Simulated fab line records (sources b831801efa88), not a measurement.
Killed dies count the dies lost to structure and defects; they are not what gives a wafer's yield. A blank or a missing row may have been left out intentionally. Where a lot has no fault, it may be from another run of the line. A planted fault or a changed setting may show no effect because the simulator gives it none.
Which of the tools did it?    flow gf180mcu    13 lots with 39 wafers sampled at 3 steps, on a route of 602 steps

== WHAT THE GAUGES SHOWED, per wafer ==
GF_DUAL_GATE_OVL_MEAS_11. Usual: DUAL_GATE_OVL typically reads 0.1 nm, with standard deviation 1.2.
lot   measured      on          DUAL_GATE_OVL (nm)  flag
L967  day 9 04:46   overlay-01  -1.5 -0.8 -0.2      
L968  day 9 14:59   overlay-02  -0.3 0.7 0.1        
L972  day 10 19:07  overlay-01  1.0 0.5 0.2         
L973  day 11 00:48  overlay-01  -0.8 -0.5 -1.8      
L980  day 13 03:37  overlay-01  -1.3 -2.4 0.0       
L982  day 13 17:18  overlay-01  1.2 0.0 -0.9        
L984  day 14 11:40  overlay-01  0.5 3.3 0.0         
L985  day 14 13:17  overlay-02  0.6 -1.0 0.4        
L986  day 14 18:04  overlay-02  0.4 -2.1 -1.4       
L987  day 15 02:14  overlay-02  -1.6 -1.2 -2.0      
L988  day 15 09:37  overlay-02  1.7 -0.5 0.9        
L989  day 15 16:37  overlay-02  0.6 -0.9 -0.1       
L990  day 15 22:27  overlay-02  1.8 2.0 3.0         

== EACH LOT AND THE TOOL THAT RAN IT (in order: tool; ch and the chambers of the sampled wafers; start) ==
lot   GF_VT_IMPLANT_CLEAN_44          GF_VT_IMPLANT_RTA_45
L967  wetBench-01 ch 3, day 8 07:37   rtpAnneal-01 ch 0, day 8 07:41
L968  wetBench-03 ch 1, day 8 17:28   rtpAnneal-02 ch 0, day 8 17:34
L972  wetBench-03 ch 1, day 9 19:07   rtpAnneal-01 ch 0, day 9 19:10
L973  wetBench-01 ch 3, day 10 03:31  rtpAnneal-02 ch 0, day 10 03:35
L980  wetBench-01 ch 1, day 12 03:29  rtpAnneal-01 ch 0, day 12 03:34
L982  wetBench-01 ch 3, day 12 18:01  rtpAnneal-01 ch 0, day 12 18:05
L984  wetBench-03 ch 0, day 13 11:47  rtpAnneal-02 ch 0, day 13 11:50
L985  wetBench-01 ch 3, day 13 13:50  rtpAnneal-01 ch 0, day 13 13:56
L986  wetBench-03 ch 2, day 13 17:56  rtpAnneal-01 ch 0, day 13 17:59
L987  wetBench-03 ch 1, day 14 01:34  rtpAnneal-01 ch 0, day 14 01:40
L988  wetBench-03 ch 3, day 14 09:14  rtpAnneal-01 ch 0, day 14 09:17
L989  wetBench-01 ch 0, day 14 15:59  rtpAnneal-01 ch 0, day 14 16:02
L990  wetBench-03 ch 2, day 14 21:58  rtpAnneal-02 ch 0, day 14 22:02
- GF_VT_IMPLANT_CLEAN_44: cleans in SC1/SC2, time 150 s.
- GF_VT_IMPLANT_RTA_45: time 30 s.

== AS READ BY THE TOOLS THEMSELVES (means over the sampled wafers that have a number; for cases with no such wafer, the mark the record gives instead) ==
GF_VT_IMPLANT_CLEAN_44. Usual: runLengthS reads 178 s (standard deviation 4).
lot   tool         runLengthS (s)  flag
L967  wetBench-01  173             
L968  wetBench-03  184             
L972  wetBench-03  42              OFF
L973  wetBench-01  174             
L980  wetBench-01  184             
L982  wetBench-01  180             
L984  wetBench-03  175             
L985  wetBench-01  181             
L986  wetBench-03  177             
L987  wetBench-03  184             
L988  wetBench-03  174             
L989  wetBench-01  183             
L990  wetBench-03  176             

GF_VT_IMPLANT_RTA_45. Usual: lampPowerPct 37 %, standard deviation 3; wafer_temp_C_max 1055.2, standard deviation 1.2.
lot   tool          lampPowerPct (%)  wafer_temp_C_max  flag
L967  rtpAnneal-01  35                1055.5            
L968  rtpAnneal-02  41                1054.6            
L972  rtpAnneal-01  35                1056.6            
L973  rtpAnneal-02  41                1053.7            
L980  rtpAnneal-01  35                1056.3            
L982  rtpAnneal-01  35                1054.8            
L984  rtpAnneal-02  41                1054.6            
L985  rtpAnneal-01  35                1055.5            
L986  rtpAnneal-01  35                1056.6            
L987  rtpAnneal-01  35                1057.1            
L988  rtpAnneal-01  35                1056.2            
L989  rtpAnneal-01  35                1055.4            
L990  rtpAnneal-02  41                1055.9            

== THE ANSWER, worked out from the rows above alone ==
Rule: a lot counts as off when the mean over its wafers that have a number is more than 3 standard deviations away from the usual mean. A lot without any number at a reading at which 4 lots or more have one is off too. The other lots that the step has rows for count as sound. After the gauges, taken in route order, come the tools' own readings; for these a lot's mean is taken, as printed above. At the first step where some lot is off, the reading lying furthest off is the one used; lots without a number count as furthest.
Off, at GF_VT_IMPLANT_CLEAN_44 on runLengthS: L972.
If a tool, at that step or one of the process steps before it, ran each lot that is off and ran no sound lot following the first of them, it fits. Not one of the candidates tried fits.

== WHAT THE SIMULATOR HAD INSERTED ==
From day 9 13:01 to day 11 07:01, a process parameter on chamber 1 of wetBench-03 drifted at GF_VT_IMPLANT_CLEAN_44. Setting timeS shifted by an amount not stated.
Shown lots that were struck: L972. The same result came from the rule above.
